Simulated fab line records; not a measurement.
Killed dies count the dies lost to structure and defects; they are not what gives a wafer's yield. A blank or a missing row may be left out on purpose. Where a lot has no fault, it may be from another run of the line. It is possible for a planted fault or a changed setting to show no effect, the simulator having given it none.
The tool behind it: which one?    flow gf180mcu    Sampling: 12 lots, 36 wafers, 5 of 602 route steps

## WHAT THE GAUGES SHOWED, per wafer
GF_VT_IMPLANT_TW_MEAS_10. Usual: VT_IMPLANT_TW typically reads 562, with standard deviation 4.1.
lot   measured      on             VT_IMPLANT_TW            flag
L607  day 5 15:39   film metro-01  567 567 570              
L608  day 5 23:25   film metro-04  560 556 560              
L611  day 6 17:22   film metro-02  557 555 559              
L613  day 7 06:43   film metro-04  562 557 559              
L617  day 8 05:13   film metro-04  560 560 560              
L618  day 8 09:42   film metro-02  563 560 565              
L619  day 8 21:03   film metro-01  573 569 571              
L620  day 9 00:42   film metro-02  658 660 659 662 658 658  OFF
L621  day 9 06:49   film metro-01  568 568 568              
L623  day 9 19:29   film metro-02  659 660 659 660 660 660  OFF
L629  day 11 07:34  film metro-04  562 561 559              
L630  day 11 15:10  film metro-04  559 563 560              

GF_DUAL_GATE_THK_MEAS_03. Usual: DUAL_GATE_OXIDATION_00_THK typically reads 10.81 nm, with standard deviation 0.26.
lot   measured      on             DUAL_GATE_OXIDATION_00_THK (nm)  flag
L607  day 7 16:18   film metro-03  10.48 10.26 10.27                
L608  day 8 01:14   film metro-03  11.01 11.02 10.91                
L611  day 8 21:18   film metro-02  11.03 10.82 10.81                
L613  day 9 10:14   film metro-02  11.07 10.91 10.84                
L617  day 10 12:17  film metro-03  11.03 11.01 11.19                
L618  day 10 17:08  film metro-04  11.02 11.12 10.93                
L619  day 11 04:44  film metro-04  10.40 10.73 10.50                
L620  day 11 07:55  film metro-02  10.45 10.53 10.63                
L621  day 11 14:41  film metro-04  10.83 10.75 10.55                
L623  day 12 06:08  film metro-02  11.07 10.99 10.87                
L629  day 13 21:53  film metro-02  10.90 11.21 10.99                
L630  day 14 04:51  film metro-04  10.65 10.59 10.63                

## EACH LOT AND THE TOOL THAT RAN IT (in order: tool; ch and the chambers of the sampled wafers; start)
lot   GF_STI_STRIP_15                      GF_VT_IMPLANT_IMPLANT_08         GF_VT_IMPLANT_STRIP_31
L607  plasma asher-03 ch 0,1, day 2 03:02  implanter-02 ch 0, day 5 15:24   plasma asher-03 ch 0,1, day 6 21:51
L608  plasma asher-02 ch 0,1, day 2 08:07  implanter-01 ch 0, day 5 23:11   plasma asher-04 ch 0,1, day 7 06:40
L611  plasma asher-02 ch 0,1, day 2 23:57  implanter-03 ch 0, day 6 17:08   plasma asher-04 ch 0,1, day 8 01:19
L613  plasma asher-02 ch 1, day 3 08:17    implanter-01 ch 0, day 7 06:29   plasma asher-03 ch 0, day 8 14:52
L617  plasma asher-02 ch 0,1, day 4 05:30  implanter-03 ch 0, day 8 04:58   plasma asher-03 ch 0,1, day 9 15:55
L618  plasma asher-01 ch 0,1, day 4 10:05  implanter-02 ch 0, day 8 09:27   plasma asher-01 ch 0, day 9 20:00
L619  plasma asher-02 ch 0,1, day 4 15:50  implanter-02 ch 0, day 8 20:48   plasma asher-04 ch 0,1, day 10 08:19
L620  plasma asher-02 ch 0,1, day 4 20:28  implanter-02 ch 0, day 9 00:27   plasma asher-03 ch 0,1, day 10 11:42
L621  plasma asher-02 ch 0,1, day 5 01:59  implanter-03 ch 0, day 9 06:34   plasma asher-01 ch 0,1, day 10 17:30
L623  plasma asher-01 ch 0,1, day 5 12:26  implanter-02 ch 0, day 9 19:17   plasma asher-03 ch 0,1, day 11 08:23
L629  plasma asher-03 ch 0,1, day 6 18:52  implanter-01 ch 0, day 11 07:19  plasma asher-03 ch 0,1, day 12 22:09
L630  plasma asher-03 ch 0,1, day 7 00:11  implanter-01 ch 0, day 11 14:57  plasma asher-03 ch 0,1, day 13 06:20
- GF_STI_STRIP_15: strips in O2/N2.
- GF_VT_IMPLANT_IMPLANT_08
- GF_VT_IMPLANT_STRIP_31: strips in O2/N2.

## WHAT THE TOOLS THEMSELVES READ (means of the sampled wafers that have a number; where no wafer has one, the mark that the record gives instead)
GF_STI_STRIP_15. Usual: drypump motor current A 5.9 A, standard deviation 0.39; heater power w 344 W, standard deviation 30; oes product au 0.384 a.u., standard deviation 0.0051; platen temp c 249.97 C, standard deviation 0.16; strip time to endpoint s 3.74 s, standard deviation 0.051.
lot   tool             drypump motor current A (A)  heater power w (W)  oes product au (a.u.)  platen temp c (C)  strip time to endpoint s (s)  flag
L607  plasma asher-03  5.9                          310                 0.387                  249.93             3.72                          
L608  plasma asher-02  5.8                          371                 0.386                  249.99             3.78                          
L611  plasma asher-02  5.8                          375                 0.378                  249.95             3.73                          
L613  plasma asher-02  5.9                          369                 0.388                  249.88             3.70                          
L617  plasma asher-02  5.9                          374                 0.383                  249.87             3.71                          
L618  plasma asher-01  5.5                          333                 0.386                  250.03             3.75                          
L619  plasma asher-02  5.9                          377                 0.384                  249.85             3.75                          
L620  plasma asher-02  5.9                          370                 0.386                  250.27             3.79                          
L621  plasma asher-02  5.8                          373                 0.378                  250.03             3.72                          
L623  plasma asher-01  5.9                          331                 0.382                  249.88             3.73                          
L629  plasma asher-03  6.2                          304                 0.385                  250.04             3.76                          
L630  plasma asher-03  5.9                          308                 0.381                  250.00             3.73                          

GF_VT_IMPLANT_IMPLANT_08. Usual: dose ions cm2 8.291e+12, standard deviation 1e+10; faraday current uA 46.8, standard deviation 0.85.
lot   tool          dose ions cm2  faraday current uA  flag
L607  implanter-02  8.285e+12      46.5                
L608  implanter-01  8.302e+12      46.9                
L611  implanter-03  8.300e+12      46.2                
L613  implanter-01  8.293e+12      47.5                
L617  implanter-03  8.307e+12      46.6                
L618  implanter-02  8.294e+12      46.9                
L619  implanter-02  8.287e+12      46.6                
L620  implanter-02  1.383e+13      77.9                OFF
L621  implanter-03  8.299e+12      47.0                
L623  implanter-02  1.385e+13      78.9                OFF
L629  implanter-01  8.275e+12      47.3                
L630  implanter-01  8.302e+12      47.3                

GF_VT_IMPLANT_STRIP_31. Usual: drypump motor current A 5.8 A, standard deviation 0.46; heater power w 331 W, standard deviation 29; oes product au 0.716 a.u., standard deviation 0.0045; platen temp c 249.97 C, standard deviation 0.19; strip time to endpoint s 12.65 s, standard deviation 0.03.
lot   tool             drypump motor current A (A)  heater power w (W)  oes product au (a.u.)  platen temp c (C)  strip time to endpoint s (s)  flag
L607  plasma asher-03  5.9                          308                 0.719                  250.11             12.70                         
L608  plasma asher-04  5.5                          371                 0.715                  249.89             12.65                         
L611  plasma asher-04  5.5                          374                 0.714                  250.01             12.67                         
L613  plasma asher-03  5.6                          318                 0.716                  249.99             12.66                         
L617  plasma asher-03  5.9                          309                 0.715                  249.96             12.62                         
L618  plasma asher-01  5.2                          339                 0.720                  250.03             12.63                         
L619  plasma asher-04  5.5                          366                 0.718                  250.00             12.65                         
L620  plasma asher-03  5.9                          305                 0.720                  249.87             12.63                         
L621  plasma asher-01  5.9                          326                 0.716                  249.88             12.66                         
L623  plasma asher-03  6.0                          308                 0.718                  249.96             12.67                         
L629  plasma asher-03  5.9                          312                 0.714                  249.95             12.66                         
L630  plasma asher-03  5.9                          306                 0.717                  249.82             12.59                         

## THE ANSWER, worked out from the rows above alone
Rule: a lot counts as off when the mean over its wafers that have a number is more than 3 standard deviations away from the usual mean. A lot without any number at a reading at which 4 lots or more have one is off too. The other lots that the step has rows for count as sound. After the gauges, taken in route order, come the tools' own readings; for these a lot's mean is taken, as printed above. The first step at which some lot is off is used, and at that step the reading that is off furthest; a lot without a number counts as furthest.
Off: L620, L623, at GF_VT_IMPLANT_TW_MEAS_10 (VT_IMPLANT_TW).
A tool fits if, at a process step before that reading, it ran every lot that is off, and no sound lot after the first of them. The gauges at GF_VT_IMPLANT_TW_MEAS_10 aren't tried: what is off there is off at GF_VT_IMPLANT_IMPLANT_08 too, on other tools, and a gauge's error can't cause that. One fits: implanter-02 at GF_VT_IMPLANT_IMPLANT_08. A fault onset in the window from L619 (day 8 20:48, its last sound lot) to L620 (day 9 00:27, its first lot off) fits.
The tool's own readings at GF_VT_IMPLANT_IMPLANT_08 bear it out: on the lots that are off they differ by more than 5 times the standard deviation of the sound lots' means. dose ions cm2 reads 1.384e+13 there against 8.294e+12 on the sound lots; faraday current uA reads 78.4 there against 46.9 on the sound lots.

## WHAT THE SIMULATOR PUT IN
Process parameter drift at GF_VT_IMPLANT_IMPLANT_08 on implanter-02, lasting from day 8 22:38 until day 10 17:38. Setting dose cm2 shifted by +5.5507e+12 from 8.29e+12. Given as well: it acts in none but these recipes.
Struck lots among those shown: L620, L623. The rule above found the same.
